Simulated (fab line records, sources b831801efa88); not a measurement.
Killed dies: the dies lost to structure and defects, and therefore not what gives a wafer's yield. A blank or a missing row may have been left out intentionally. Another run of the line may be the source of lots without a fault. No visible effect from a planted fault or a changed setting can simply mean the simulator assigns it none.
fab line records	flow gf180mcu
record lots=15	wafers=45	last_day=34
route steps=602 shown DNWELL@39 V1@350 M3@410 V4@480
lots that met no fault: taken from a fault-free run of the same line
start_h: hours from the record's first day to the start of the lot's first wafer shown	wait_h: hours elapsed since this lot's preceding step	" repeats the value in the row above	L1.1+2: a single row standing in for several wafers	- no value, or no start was given	* or withheld: withheld	< > ~ a bound
route shown NAME@n: NAME is a module with steps in the file, n the number in the route of the first one	usual: mean/standard deviation of fault-free wafers	same: alike in all rows	chamber/n: place in a boat	sites: each site's reading	_std_site: the standard deviation of these	_edge_site: the outer-site mean with the inner-site mean subtracted	radius_mm: for every site, how far away it sits from the centre of the wafer	mask NAME#n: copy n	behind: tool/chamber where the wafer was last shaped	hold: reason for holding the lot/hours on hold/outcome of the hold	device: whichever transistor did not switch (one of n, p or np)	end of line: at the end of the route, the tests of the same wafers	a step with no rows: only its recipe	killed: at the first sort, the dies lost to defects and structure; wafer yield is something else	map: per-die view of a wafer (x killed, . not killed, _ where there is no die)
set.NAME: the setting as run; set.NAME@STEP: as run at that earlier step	model.NAME: the simulator's own value behind a step, which no gauge read
one table for each step of the route and one row for each wafer, over a sample of lots
services: when a tool's chamber went out of use (start_h, in hours from the record's first day, below 0 if earlier), for how many hours, and the reason
## steps
# step GF_DNWELL_IMPLANT_07
# recipe species=P	energy_kev=1500	dose_cm2=1e+13	tilt_deg=0
# same implant_ion_amu=31
lot.wafer	tool	chamber	start_h	wait_h
L605.1+5+6	implanter-04	0	42.10	-
L606.3+5+6	implanter-04	0	50.50	-
L606.3+5+6	implanter-04	0	50.82	0.3
L608.1+3+4	implanter-02	0	58.90	-
L609.3+4+5	implanter-03	0	63.50	-
L610.2+3+4	implanter-02	0	67.63	-
L610.2+3+4	implanter-02	0	68.18	0.5
L616.1+3+6	implanter-03	0	104.10	-
L616.1+3+6	implanter-03	0	104.41	0.3
L618.1+3+6	implanter-03	0	112.15	-
L619.3+5+6	implanter-04	0	115.65	-
L620.2+4+5	implanter-02	0	120.52	-
L621.1+2+5	implanter-03	0	129.00	-
L622.1+2+3	implanter-02	0	132.30	-
L623.2+3+6	implanter-04	0	137.12	-
L625.3+5+6	implanter-02	0	149.25	-
L626.1+3+5	implanter-04	0	153.85	-
L628.3+4+6	implanter-03	0	167.60	-
# step GF_DNWELL_TW_MEAS_09
# usual DNWELL_TW=1364/8
lot.wafer	tool	chamber	start_h	wait_h	DNWELL_TW
L605.1	film_metro-03	-	42.35	0.1	1361
L605.5	"	-	"	"	1361
L605.6	"	-	"	"	1365
L606.3	film_metro-04	-	51.04	0.1	1696
L606.5	"	-	"	"	1700
L606.6	"	-	"	"	1706
L608.1	film_metro-04	-	59.15	0.1	1354
L608.3	"	-	"	"	1361
L608.4	"	-	"	"	1363
L609.3	film_metro-03	-	63.72	0.1	1353
L609.4	"	-	"	"	1364
L609.5	"	-	"	"	1360
L610.2	film_metro-02	-	68.46	0.1	1712
L610.3	"	-	"	"	1724
L610.4	"	-	"	"	1703
L616.1	film_metro-04	-	104.66	0.1	1691
L616.3	"	-	"	"	1699
L616.6	"	-	"	"	1697
L618.1	film_metro-04	-	112.40	0.1	1361
L618.3	"	-	"	"	1361
L618.6	"	-	"	"	1363
L619.3	film_metro-04	-	115.87	0.1	1363
L619.5	"	-	"	"	1357
L619.6	"	-	"	"	1353
L620.2	film_metro-03	-	120.76	0.1	1362
L620.4	"	-	"	"	1366
L620.5	"	-	"	"	1373
L621.1	film_metro-03	-	129.25	0.1	1364
L621.2	"	-	"	"	1370
L621.5	"	-	"	"	1357
L622.1	film_metro-04	-	132.55	0.1	1361
L622.2	"	-	"	"	1359
L622.3	"	-	"	"	1370
L623.2	film_metro-02	-	137.36	0.1	1367
L623.3	"	-	"	"	1355
L623.6	"	-	"	"	1356
L625.3	film_metro-02	-	149.47	0.1	1378
L625.5	"	-	"	"	1376
L625.6	"	-	"	"	1370
L626.1	film_metro-02	-	154.10	0.1	1378
L626.3	"	-	"	"	1370
L626.5	"	-	"	"	1365
L628.3	film_metro-04	-	167.82	0.1	1358
L628.4	"	-	"	"	1358
L628.6	"	-	"	"	1350
# step GF_V1_OVL_MEAS_15
# usual V1_OVL=1/4.3
lot.wafer	tool	chamber	start_h	wait_h	V1_OVL[nm]
L605.1	overlay-02	-	403.54	0.1	4
L605.5	"	-	"	"	9
L605.6	"	-	"	"	8
L606.3	overlay-01	-	419.80	0.1	3
L606.5	"	-	"	"	-4
L606.6	"	-	"	"	-3
L608.1	overlay-02	-	429.78	0.1	4
L608.3	"	-	"	"	5
L608.4	"	-	"	"	1
L609.3	overlay-01	-	440.53	0.1	-5
L609.4	"	-	"	"	3
L609.5	"	-	"	"	0
L610.2	overlay-01	-	452.27	0.1	0
L610.3	"	-	"	"	-5
L610.4	"	-	"	"	-2
L616.1	overlay-02	-	510.32	0.1	6
L616.3	"	-	"	"	6
L616.6	"	-	"	"	11
L618.1	overlay-01	-	525.77	0.1	11
L618.3	"	-	"	"	7
L618.6	"	-	"	"	1
L619.3	overlay-01	-	533.32	0.1	-2
L619.5	"	-	"	"	-3
L619.6	"	-	"	"	0
L620.2	overlay-01	-	540.82	0.1	1
L620.4	"	-	"	"	-4
L620.5	"	-	"	"	-7
L621.1	overlay-01	-	550.78	0.1	2
L621.2	"	-	"	"	2
L621.5	"	-	"	"	6
L622.1	overlay-01	-	559.53	0.1	0
L622.2	"	-	"	"	4
L622.3	"	-	"	"	-1
L623.2	overlay-01	-	565.29	0.1	5
L623.3	"	-	"	"	4
L623.6	"	-	"	"	-5
L625.3	overlay-01	-	585.57	0.1	0
L625.5	"	-	"	"	1
L625.6	"	-	"	"	0
L626.1	overlay-01	-	592.53	0.1	1
L626.3	"	-	"	"	-1
L626.5	"	-	"	"	0
L628.3	overlay-02	-	604.32	0.1	1
L628.4	"	-	"	"	1
L628.6	"	-	"	"	0
# step GF_M3_SPUTTER_01
# recipe material=TiN	target_thk_nm=30	power_w=6500	time_s=25	chamber_pressure_pa=0.4
# usual throttle_valve_pct=30.5/0.82
lot.wafer	tool	chamber	start_h	wait_h	throttle_valve_pct
L605.1	pvd_sputter-02	-	457.06	0.1	30.8
L605.5	"	-	"	"	30.8
L605.6	"	-	"	"	29.8
L606.3	pvd_sputter-02	-	472.56	0.1	31.1
L606.5	"	-	"	"	30.2
L606.6	"	-	"	"	31.1
L608.1	pvd_sputter-01	-	483.46	0.1	30.1
L608.3	"	-	"	"	31.4
L608.4	"	-	"	"	31.3
L609.3	pvd_sputter-03	-	492.12	0.1	29.3
L609.4	"	-	"	"	29.9
L609.5	"	-	"	"	30.2
L610.2	pvd_sputter-02	-	503.95	0.1	30.8
L610.3	"	-	"	"	30.8
L610.4	"	-	"	"	31.1
L616.1	pvd_sputter-02	-	560.35	0.1	30.0
L616.3	"	-	"	"	31.1
L616.6	"	-	"	"	29.9
L618.1	pvd_sputter-02	-	574.96	0.1	30.1
L618.3	"	-	"	"	31.0
L618.6	"	-	"	"	30.9
L619.3	pvd_sputter-01	-	581.80	0.1	31.3
L619.5	"	-	"	"	31.2
L619.6	"	-	"	"	31.3
L620.2	pvd_sputter-02	-	589.50	0.1	30.7
L620.4	"	-	"	"	31.2
L620.5	"	-	"	"	31.1
L621.1	pvd_sputter-02	-	599.21	0.1	31.0
L621.2	"	-	"	"	29.9
L621.5	"	-	"	"	31.0
L622.1	pvd_sputter-02	-	607.91	0.1	31.2
L622.2	"	-	"	"	30.9
L622.3	"	-	"	"	30.0
L623.2	pvd_sputter-03	-	613.81	0.1	30.3
L623.3	"	-	"	"	28.2
L623.6	"	-	"	"	30.1
L625.3	pvd_sputter-02	-	631.46	0.1	30.9
L625.5	"	-	"	"	29.9
L625.6	"	-	"	"	30.5
L626.1	pvd_sputter-01	-	638.92	0.1	31.5
L626.3	"	-	"	"	30.2
L626.5	"	-	"	"	31.7
L628.3	pvd_sputter-03	-	650.79	0.1	28.3
L628.4	"	-	"	"	30.3
L628.6	"	-	"	"	28.3
# step GF_V4_CMP_04
# recipe material=SiO2	down_force_psi=4	platen_rpm=60	pad_velocity_m_s=0.94248
# usual motor_current_A=11.8/1.2	time_to_endpoint_s=79/5.6
lot.wafer	tool	chamber	start_h	wait_h	motor_current_A	time_to_endpoint_s
L605.1	cmp-01	2	531.89	0.1	12.0	77
L605.5	"	1	"	"	9.4	84
L605.6	"	2	"	"	13.0	77
L606.3	cmp-02	3	546.35	0.0	11.2	83
L606.5	"	3	"	"	11.0	81
L606.6	"	0	"	"	11.9	81
L608.1	cmp-02	3	557.10	0.1	11.0	80
L608.4	"	1	"	"	11.2	77
L608.3	"	2	"	"	12.5	77
L609.4	cmp-01	0	564.79	0.0	12.6	76
L609.3	"	1	"	"	9.8	79
L609.5	"	0	"	"	12.4	74
L610.4	cmp-01	0	576.05	0.2	12.7	76
L610.3	"	2	"	"	12.8	76
L610.2	"	3	"	"	13.0	69
L616.1	cmp-02	1	629.68	0.1	11.2	77
L616.3	"	2	"	"	13.3	72
L616.6	"	2	"	"	13.5	76
L618.3	cmp-02	0	641.29	0.1	11.1	74
L618.1	"	1	"	"	11.4	73
L618.6	"	3	"	"	10.4	77
L619.3	cmp-02	0	648.41	0.0	11.3	74
L619.5	"	0	"	"	11.5	81
L619.6	"	1	"	"	12.0	78
L620.4	cmp-02	3	655.67	0.0	10.8	77
L620.2	"	2	"	"	13.2	75
L620.5	"	3	"	"	10.4	89
L621.2	cmp-02	3	664.78	0.0	10.5	73
L621.1	"	0	"	"	11.1	69
L621.5	"	3	"	"	10.9	77
L622.1	cmp-02	2	674.08	0.1	12.8	84
L622.3	"	3	"	"	11.0	78
L622.2	"	0	"	"	11.4	70
L623.2	cmp-01	0	678.02	0.0	13.0	77
L623.3	"	2	"	"	12.4	81
L623.6	"	0	"	"	13.2	86
L625.3	cmp-01	0	693.88	0.1	12.8	83
L625.6	"	2	"	"	11.6	82
L625.5	"	3	"	"	13.6	92
L626.1	cmp-01	1	702.41	0.1	9.5	83
L626.3	"	2	"	"	12.0	76
L626.5	"	1	"	"	10.0	93
L628.3	cmp-01	0	711.55	0.1	12.7	83
L628.4	"	1	"	"	10.1	91
L628.6	"	3	"	"	13.4	81
## services
tool	chamber	start_h	hours	kind
cmp-02	-	19.72	1.4	repair
cmp-02	-	22.72	2.0	repair
cmp-02	-	47.48	5.2	pm
pvd_sputter-02	-	83.75	3.2	repair
cmp-02	-	169.75	1.2	repair
cmp-02	-	191.84	3.3	repair
cmp-02	-	212.58	1.3	repair
pvd_sputter-02	-	223.53	2.2	repair
cmp-02	-	232.00	4.0	pm
pvd_sputter-02	-	262.77	2.7	repair
cmp-02	-	291.00	19.9	pm
cmp-02	-	328.53	0.2	repair
cmp-02	-	357.12	1.3	repair
pvd_sputter-02	-	382.66	10.6	repair
cmp-02	-	383.20	4.5	repair
cmp-02	-	416.48	6.3	pm
pvd_sputter-02	-	513.99	8.7	repair
cmp-02	-	568.47	5.7	repair
cmp-02	-	574.17	4.0	pm
cmp-02	-	601.28	6.5	pm
cmp-02	-	617.27	0.8	repair
pvd_sputter-02	-	639.51	5.5	repair
cmp-02	-	675.25	0.8	repair
pvd_sputter-02	-	709.63	1.0	repair
## key
first_sign step=GF_DNWELL_IMPLANT_07	reading=visit	direction=added
effect step=GF_DNWELL_TW_MEAS_09	reading=DNWELL_TW	direction=up	sigmas=42	usual=1364	struck=1703
met_at GF_DNWELL_IMPLANT_07
struck_lots L606,L610,L616
tester_left_out L606,L610,L616
not_acting_at GF_V1_OVL_MEAS_15,GF_M3_SPUTTER_01,GF_V4_CMP_04
fault kind=repeated_step_whole	tool=implanter-02,implanter-03,implanter-04	chamber=-	onset_h=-	steps=GF_DNWELL_IMPLANT_07	times=1	scope=struck_lots_only
# tester_left_out: of these lots the tester's yield and bins aren't shown, on N5 and GAA mostly nor the transistor test; their killed dies are dies lost to structure and defects alone, not to doping, threshold or leakage, so they don't give the yield
